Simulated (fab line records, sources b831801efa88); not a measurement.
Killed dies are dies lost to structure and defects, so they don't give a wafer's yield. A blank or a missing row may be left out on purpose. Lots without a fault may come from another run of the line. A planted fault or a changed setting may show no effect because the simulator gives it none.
fab line records | flow sky130
record lots=14 wafers=42 last_day=50
route steps=708 shown NWELL@75 SD_N@356 RES_XHIGH@360
lots that met no fault: from a run of the same line without faults
start_h: hours from the record's first day to the start of the lot's first wafer shown | wait_h: hours since the lot's step before | " the same as in the row above | L1.1+2: a row that stands for several wafers | - no value, or no start given | * or withheld: withheld | < > ~ a bound
route shown NAME@n: a module of which the file shows steps, and the number in the route of the first | usual: mean/standard deviation of fault-free wafers | same: alike in all rows | chamber/n: place in a boat | sites: the reading at each site | _std_site: their standard deviation | _edge_site: outer sites' mean less inner sites' | radius_mm: how far each site lies from the wafer's centre | mask NAME#n: copy n | behind: the tool/chamber that last shaped the wafer | hold: why the lot was held/for how many hours/how that ended | device: the transistor (n, p or np) that didn't switch | end of line: the same wafers' tests at the end of the route | a step without rows: its recipe alone | killed: dies lost to structure and defects at the first sort, not the wafer's yield | map: a wafer's dies, x killed, . not, _ none there
set.NAME: the setting as run; set.NAME@STEP: as run at that earlier step | model.NAME: the simulator's own value behind a step, which no gauge read
steps of the route over a sample of lots; a table a step, a row a wafer
services: from which hour (start_h, from the record's first day; less than 0 if before it) a tool's chamber was out of use, for how many hours, and why
## steps
# step SKY_NWELL_DEVELOP_22
# recipe wall_angle_deg=90 developer=TMAH develop_time_s=60 dev_temp_c=23
# columns lot.wafer tool chamber start_h wait_h
L206.2+3+6 litho_track-03 0 112 -
L207.1+2+6 litho_track-03 0 116 -
L208.1+2+3 litho_track-03 0 121 -
L210.2+3+5 litho_track-03 0 136 -
L211.3+4+5 litho_track-03 0 147 -
L213.3+4+6 litho_track-03 0 152 -
L216.4+5+6 litho_track-01 0 171 -
L217.2+4+5 litho_track-03 0 182 -
L218.1+2+4 litho_track-04 0 188 -
L220.1+4+6 litho_track-01 0 196 -
L223.3+4+6 litho_track-04 0 212 -
L224.1+4+5 litho_track-04 0 218 -
L226.3+4+5 litho_track-04 0 229 -
L228.1+2+3 litho_track-01 0 245 -
# step SKY_NWELL_OVL_MEAS_23
# usual NWELL_01_OVL=0.8/1.6
# columns lot.wafer tool chamber start_h wait_h NWELL_01_OVL[nm]
L206.2 overlay-02 - 112.72 - -2.2
L206.3 " - " " -1.1
L206.6 " - " " -3.0
L207.1 overlay-01 - 116.42 - 1.8
L207.2 " - " " 3.3
L207.6 " - " " 0.2
L208.1 overlay-01 - 121.57 - 2.2
L208.2 " - " " 3.4
L208.3 " - " " 3.3
L210.2 overlay-01 - 137.07 - -1.0
L210.3 " - " " -1.7
L210.5 " - " " -1.0
L211.3 overlay-02 - 147.23 - -0.6
L211.4 " - " " 0.2
L211.5 " - " " 0.0
L213.3 overlay-01 - 152.83 - -
L213.4 " - " " -
L213.6 " - " " -
L216.4 overlay-02 - 171.96 - 0.6
L216.5 " - " " -0.7
L216.6 " - " " 0.0
L217.2 overlay-01 - 182.42 - -
L217.4 " - " " -
L217.5 " - " " -
L218.1 overlay-01 - 188.61 - 1.2
L218.2 " - " " 1.4
L218.4 " - " " 2.4
L220.1 overlay-01 - 196.99 - 2.1
L220.4 " - " " 2.7
L220.6 " - " " 3.0
L223.3 overlay-01 - 212.12 - -0.4
L223.4 " - " " -0.8
L223.6 " - " " 0.7
L224.1 overlay-01 - 218.76 - 1.6
L224.4 " - " " 0.3
L224.5 " - " " 2.4
L226.3 overlay-02 - 229.27 - 1.2
L226.4 " - " " 0.5
L226.5 " - " " 2.0
L228.1 overlay-02 - 245.94 - 4.4
L228.2 " - " " 2.9
L228.3 " - " " 2.4
# step SKY_SD_N_RTA_14
# recipe temp_c=1075 time_s=2 idle_temp_c=650 ramp_up_c_per_s=150 ramp_down_c_per_s=90 ambient=N2
# usual anneal_temp_c_max=1080.2/1 lamp_power_pct=15.74/0.059 wafer_temp_C_max=1078.1/1.4
# columns lot.wafer tool chamber start_h wait_h anneal_temp_c_max lamp_power_pct wafer_temp_C_max
L206.2 rtp_anneal-02 0 657.09 0.0 1080.2 15.57 1076.4
L206.3 " 0 " " 1081.5 15.84 1078.3
L206.6 " 0 " " 1080.8 15.66 1078.0
L208.1 rtp_anneal-02 0 671.03 0.0 1080.0 15.72 1080.2
L208.2 " 0 " " 1079.3 15.79 1078.1
L208.3 " 0 " " 1078.5 15.74 1077.5
L207.1 rtp_anneal-01 0 674.53 0.0 1080.6 15.72 1078.7
L207.2 " 0 " " 1081.2 15.76 1078.6
L207.6 " 0 " " 1081.9 15.71 1079.2
L210.2 rtp_anneal-01 0 698.24 0.0 1080.9 15.69 1079.0
L210.3 " 0 " " 1080.9 15.71 1077.2
L210.5 " 0 " " 1079.1 15.77 1079.4
L211.3 rtp_anneal-01 0 708.00 0.0 1079.0 15.71 1078.9
L211.4 " 0 " " 1080.1 15.81 1075.9
L211.5 " 0 " " 1081.0 15.81 1077.2
L213.3 rtp_anneal-02 0 716.60 0.0 1079.9 15.77 1078.4
L213.4 " 0 " " 1080.3 15.80 1079.0
L213.6 " 0 " " 1080.1 15.72 1078.6
L216.4 rtp_anneal-01 0 735.86 0.0 1083.0 15.76 1080.1
L216.5 " 0 " " 1079.0 15.80 1076.8
L216.6 " 0 " " 1079.9 15.74 1075.7
L217.2 rtp_anneal-02 0 747.85 0.0 1081.0 15.73 1077.4
L217.4 " 0 " " 1080.9 15.80 1076.3
L217.5 " 0 " " 1078.4 15.84 1075.9
L218.1 rtp_anneal-01 0 756.18 0.0 1079.4 15.82 1077.1
L218.2 " 0 " " 1079.9 15.67 1076.8
L218.4 " 0 " " 1080.0 15.69 1077.5
L220.1 rtp_anneal-01 0 771.19 0.0 1080.7 15.79 1078.9
L220.4 " 0 " " 1080.2 15.76 1076.8
L220.6 " 0 " " 1081.1 15.74 1077.2
L223.3 rtp_anneal-02 0 783.40 0.0 1080.4 15.73 1076.8
L223.4 " 0 " " 1079.4 15.72 1076.7
L223.6 " 0 " " 1079.7 15.78 1079.3
L224.1 rtp_anneal-01 0 792.68 0.0 1080.5 15.91 1077.8
L224.4 " 0 " " 1080.5 15.80 1076.7
L224.5 " 0 " " 1082.1 15.77 1081.5
L226.3 rtp_anneal-01 0 803.70 0.0 1080.3 15.78 1079.7
L226.4 " 0 " " 1081.2 15.76 1078.2
L226.5 " 0 " " 1079.8 15.69 1077.1
L228.1 rtp_anneal-01 0 819.78 0.0 1079.3 15.74 1076.3
L228.2 " 0 " " 1080.3 15.64 1078.0
L228.3 " 0 " " 1080.6 15.75 1077.7
# step SKY_SD_N_RS_MEAS_16
# recipe thk_meas_gauge=four-point-probe
# usual SD_N_RS=68.79/0.12
# columns lot.wafer tool chamber start_h wait_h SD_N_RS[ohm/sq]
L206.2 film_metro-04 - 657.28 0.1 69.02
L206.3 " - " " 68.97
L206.6 " - " " 69.01
L208.1 film_metro-02 - 671.20 0.1 68.73
L208.2 " - " " 68.79
L208.3 " - " " 68.69
L207.1 film_metro-02 - 674.70 0.1 68.74
L207.2 " - " " 68.78
L207.6 " - " " 68.66
L210.2 film_metro-02 - 698.42 0.1 68.62
L210.3 " - " " 68.61
L210.5 " - " " 68.76
L211.3 film_metro-02 - 708.19 0.1 68.70
L211.4 " - " " 68.64
L211.5 " - " " 68.85
L213.3 film_metro-04 - 716.79 0.1 68.87
L213.4 " - " " 69.03
L213.6 " - " " 68.92
L216.4 film_metro-02 - 736.06 0.1 68.71
L216.5 " - " " 68.82
L216.6 " - " " 68.74
L217.2 film_metro-02 - 748.08 0.1 68.74
L217.4 " - " " 68.78
L217.5 " - " " 68.73
L218.1 film_metro-01 - 756.35 0.1 68.95
L218.2 " - " " 68.67
L218.4 " - " " 68.90
L220.1 film_metro-04 - 771.36 0.1 69.01
L220.4 " - " " 68.88
L220.6 " - " " 68.92
L223.3 film_metro-01 - 783.60 0.1 68.78
L223.4 " - " " 68.74
L223.6 " - " " 68.43
L224.1 film_metro-04 - 792.85 0.1 68.81
L224.4 " - " " 68.99
L224.5 " - " " 68.64
L226.3 film_metro-04 - 803.90 0.1 68.92
L226.4 " - " " 68.77
L226.5 " - " " 68.95
L228.1 film_metro-02 - 819.95 0.1 68.72
L228.2 " - " " 68.78
L228.3 " - " " 68.79
# step SKY_SD_N_RS_MEAS_18
# recipe thk_meas_gauge=four-point-probe
# usual RES_XHIGH_RS=333.3/1.2
# columns lot.wafer tool chamber start_h wait_h RES_XHIGH_RS[ohm/sq]
L206.2 film_metro-04 - 657.52 0.1 334.5
L206.3 " - " " 333.3
L206.6 " - " " 331.9
L208.1 film_metro-02 - 671.44 0.1 332.9
L208.2 " - " " 333.7
L208.3 " - " " 332.2
L207.1 film_metro-02 - 674.94 0.1 332.9
L207.2 " - " " 331.9
L207.6 " - " " 332.6
L210.2 film_metro-02 - 698.66 0.1 332.6
L210.3 " - " " 332.7
L210.5 " - " " 332.3
L211.3 film_metro-02 - 708.43 0.1 333.6
L211.4 " - " " 332.9
L211.5 " - " " 334.4
L213.3 film_metro-04 - 717.03 0.1 333.7
L213.4 " - " " 334.0
L213.6 " - " " 334.7
L216.4 film_metro-02 - 736.30 0.1 333.0
L216.5 " - " " 332.0
L216.6 " - " " 332.9
L217.2 film_metro-02 - 748.32 0.1 334.0
L217.4 " - " " 333.6
L217.5 " - " " 334.3
L218.1 film_metro-01 - 756.59 0.1 336.0
L218.2 " - " " 335.4
L218.4 " - " " 335.0
L220.1 film_metro-04 - 771.60 0.1 333.4
L220.4 " - " " 333.8
L220.6 " - " " 335.2
L223.3 film_metro-01 - 783.84 0.1 334.6
L223.4 " - " " 333.7
L223.6 " - " " 334.4
L224.1 film_metro-04 - 793.09 0.1 332.8
L224.4 " - " " 333.0
L224.5 " - " " 334.8
L226.3 film_metro-04 - 804.14 0.1 333.2
L226.4 " - " " 332.5
L226.5 " - " " 332.6
L228.1 film_metro-02 - 820.19 0.1 331.5
L228.2 " - " " 331.7
L228.3 " - " " 332.0
## services
# columns tool chamber start_h hours kind
rtp_anneal-01 - 353.26 2.7 pm
rtp_anneal-02 - 536.58 1.6 pm
rtp_anneal-02 - 689.44 3.3 pm
## key
first_sign step=SKY_NWELL_OVL_MEAS_23 reading=NWELL_01_OVL direction=missing
effect none on later readings
met_at SKY_NWELL_DEVELOP_22
struck_lots L213,L217
sort_left_out L213.3,L213.4,L213.6,L217.2,L217.4,L217.5
tester_left_out L213,L217
not_acting_at SKY_SD_N_RTA_14,SKY_SD_N_RS_MEAS_16,SKY_SD_N_RS_MEAS_18
onset_between 147 152
fault kind=process_parameter_drift tool=litho_track-03 chamber=- onset_h=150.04 steps=SKY_NWELL_DEVELOP_22 channel=develop_time_s offset=* shape=step end_h=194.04 acts_in=* stated=*
# tester_left_out: of these lots the tester's yield and bins aren't shown, on N5 and GAA mostly nor the transistor test; their killed dies are dies lost to structure and defects alone, not to doping, threshold or leakage, so they don't give the yield
# sort_left_out: the simulated sort isn't trusted on such a fault, so these wafers' sort isn't shown, and their yield isn't known
